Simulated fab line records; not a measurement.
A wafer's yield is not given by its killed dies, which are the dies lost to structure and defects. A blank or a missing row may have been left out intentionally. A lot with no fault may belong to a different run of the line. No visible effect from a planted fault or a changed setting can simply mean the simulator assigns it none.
Comparing a struck lot with a sound one | flow sky130 | 20 out of 708 route steps
Sound: wafers L546.1, L546.2, L546.3. The struck wafers were L548.1, L548.3, L548.4. At the end, the cause is stated.
At each step with rows: each side's tool, then ch and its chambers, then its first start. Under that, the readings that differ: sound wafers | struck wafers | difference of the means | sigmas: that difference in standard deviations of wafers without a fault.
alike: a reading whose means differ by less than 2 such deviations, as well as words and numbers matching on both sides. not compared: withheld readings; readings where some wafer has no value; bounds like >300 that might hide an equal value; numbers whose values overlap and for which the record gives no deviation.
Wherever a step has rows on one side only, a row that says differs or no value, or a row with sigmas, the two part there. When numbers do not overlap yet have no deviation, they are printed without sigmas and do not part them. Lack of a reading on every wafer of one side parts them only where that side has two or more wafers.

SKY_METAL2_SPUTTER_02: material AlCu, target thk 250 nm, time 13.3 s.
  sound on pvdSputter-03, day 36 14:12; struck on pvdSputter-02, day 37 13:38
  alike: throttleValvePct
SKY_METAL2_SPUTTER_03: material Ti, target thk 5 nm, time 3.3 s.
  sound on pvdSputter-03, day 36 14:14; struck on pvdSputter-02, day 37 13:39
  alike: throttleValvePct
SKY_METAL2_SPUTTER_04: material TiN, target thk 70 nm, time 58.3 s.
  sound on pvdSputter-03, day 36 14:14; struck on pvdSputter-02, day 37 13:40
  alike: throttleValvePct
SKY_METAL2_RS_MEAS_05: the measuring method here is four-point-probe.
  sound on filmMetro-01, day 36 14:17; struck on filmMetro-04, day 37 13:43
  alike: METAL2_ALCU_RS
SKY_METAL2_THK_MEAS_06: measures by xrf.
  sound on filmMetro-01, day 36 14:25; struck on filmMetro-04, day 37 13:50
  alike: METAL2_ALCU_THK
then, 7 steps without rows for these wafers: SKY_METAL2_DEHYDRATE_07 (time 60 s); SKY_METAL2_HMDS_08 (prime time 60 s); SKY_METAL2_COAT_09 (resist thk 60 nm); SKY_METAL2_COAT_10 (resist thk 450 nm); SKY_METAL2_SOFTBAKE_11 (time 90 s); SKY_METAL2_EXPOSE_12 (exposes mask MM2, target cd 140 nm); SKY_METAL2_PEB_13.
SKY_METAL2_DEVELOP_14: develop time 60 s.
  sound on lithoTrack-04 ch 0, day 37 15:00; struck on lithoTrack-04 ch 0, day 38 15:00
  alike: developerTempC
SKY_METAL2_CD_MEAS_15: target cd 140 nm.
  sound on cdSem-02, day 37 15:43; struck on cdSem-01, day 38 15:16
reading   | sound             | struck            | difference | sigmas
cdNm (nm) | 139.0 138.0 136.6 | 134.1 135.1 134.6 | -3.3       | -2
SKY_METAL2_OVL_MEAS_16:
  sound on overlay-01, day 37 15:50; struck on overlay-01, day 38 15:23
  alike: METAL2_OVL
SKY_METAL2_DESCUM_17: chemistry O2, time 8 s.
  sound on rieMetal-03 ch 0,1, day 37 15:52; struck on rieMetal-03 ch 0,1, day 38 15:25
reading                | sound           | struck            | difference | sigmas
model.METAL2.cdNm (nm) | 139 138.1 136.6 | 134.8 134.1 134.7 | -3.4       | 
  alike: drypumpMotorCurrentA, oesProductAu
  not compared: rfHoursCounterH
SKY_METAL2_ETCH_18: etches BARC in N2/H2, stops on SiO2, time 45.9 s, target depth 60 nm.
  sound on rieMetal-03 ch 0,1, day 37 15:54; struck on rieMetal-03 ch 0,1, day 38 15:27
  alike: drypumpMotorCurrentA, oesProductAu, throttleValvePct
  not compared: rfHoursCounterH
SKY_METAL2_METAL_ETCH_19: etches the open film in Cl2/BCl3, stops on SiO2, target depth 360 nm, time 78 s.
  sound on rieMetal-03 ch 0,1, day 37 15:58; struck on rieMetal-03 ch 0,1, day 38 15:31
  alike: drypumpMotorCurrentA, oesProductAu, throttleValvePct
  not compared: rfHoursCounterH, model.METAL2.cdNm
SKY_METAL2_STRIP_20: strips in O2/N2.
  sound on plasmaAsher-03 ch 0,1, day 37 16:03; struck on plasmaAsher-02 ch 0,1, day 38 15:36
  alike: drypumpMotorCurrentA, o2FlowSccm, oesProductAu, stripTimeToEndpointS
  not compared: rfHoursCounterH
-- the record jumps here: 10 days lie between the struck wafers' starts before and after (it left off in module METAL2 and takes up again in module PAD_OPEN, whose first step shown is number 708 of the route) --
SKY_PAD_OPEN_PROBE_99:
  sound on prober-02, day 47 19:08; struck on prober-02, day 48 11:31
  alike: defectLimitedYield, killed_at_M0_to_M3, killed_at_M4_up, killedAtContacts, killedAtFrontEnd, killedAtOther, killedDies, killedOpen, killedShort, sort_bin_3_pad_short, sort_bin_5_function, sort_bin_6_memory, sortNPass, sortYieldPct
  not compared: model.etest.met2.widthNm

## WHERE THEY PART
At SKY_METAL2_CD_MEAS_15 and nowhere else, as far as this record goes. Later steps at which nothing parts them and some readings are alike: SKY_METAL2_OVL_MEAS_16, SKY_METAL2_DESCUM_17, SKY_METAL2_ETCH_18, SKY_METAL2_METAL_ETCH_19, SKY_METAL2_STRIP_20, SKY_PAD_OPEN_PROBE_99.

WHY: what the simulator had put in
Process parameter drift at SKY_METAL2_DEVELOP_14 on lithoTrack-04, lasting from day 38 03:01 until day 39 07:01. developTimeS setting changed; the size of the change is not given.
